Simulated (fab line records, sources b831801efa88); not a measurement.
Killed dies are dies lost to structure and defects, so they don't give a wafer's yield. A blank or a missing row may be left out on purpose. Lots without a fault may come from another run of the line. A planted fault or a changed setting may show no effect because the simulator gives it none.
Chamber matching | flow sfq_line | SFQ_TRILAYER_I6_DEP_PECVD_165 on pecvd-01: 3 sister chambers
The step deposits SiO2 from SiH4/N2O, time 111.11 s, target thk 500 nm. 3 wafers are shown with their chamber, then 7 later ones without.

WAFERS WITH THEIR CHAMBER
wafer  | chamber | throttle_valve_pct (%)
L625.2 | 2       | 22.3
L627.1 | 1       | 24.6
L627.2 | 0       | 23.6

WAFERS WITHOUT THEIR CHAMBER
wafer  | throttle_valve_pct (%)
L627.3 | 22.6
L628.1 | 22.5
L628.2 | 23.8
L628.5 | 22.5
L631.4 | 24.9
L631.5 | 23.7
L631.6 | 22.7

WHICH CHAMBER EACH WENT THROUGH
wafer  | from the rows above     | in truth
L627.3 | 2                       | 2
L628.1 | 2                       | 2
L628.2 | 0                       | 0
L628.5 | 2                       | 2
L631.4 | 1                       | 1
L631.5 | 0                       | 0
L631.6 | can't be placed: 2 or 0 | 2
Placed correctly: 6 of 7. Can't be placed from these rows: 1 (the true chamber is among the candidates in 1). Placed wrongly: 0.
How it was worked out, from the rows above alone: a wafer's distance from a chamber is the root of the sum, over the readings, of the square of ((its reading less the chamber's mean) divided by the reading's scatter). The wafer belongs to the nearest chamber; if the next one is less than 2 further off, it can't be placed. A chamber's mean is the mean of its shown wafers. The scatter: with one shown wafer a chamber, the root of the mean of the squares of how far each hidden wafer lies from its nearest shown one.
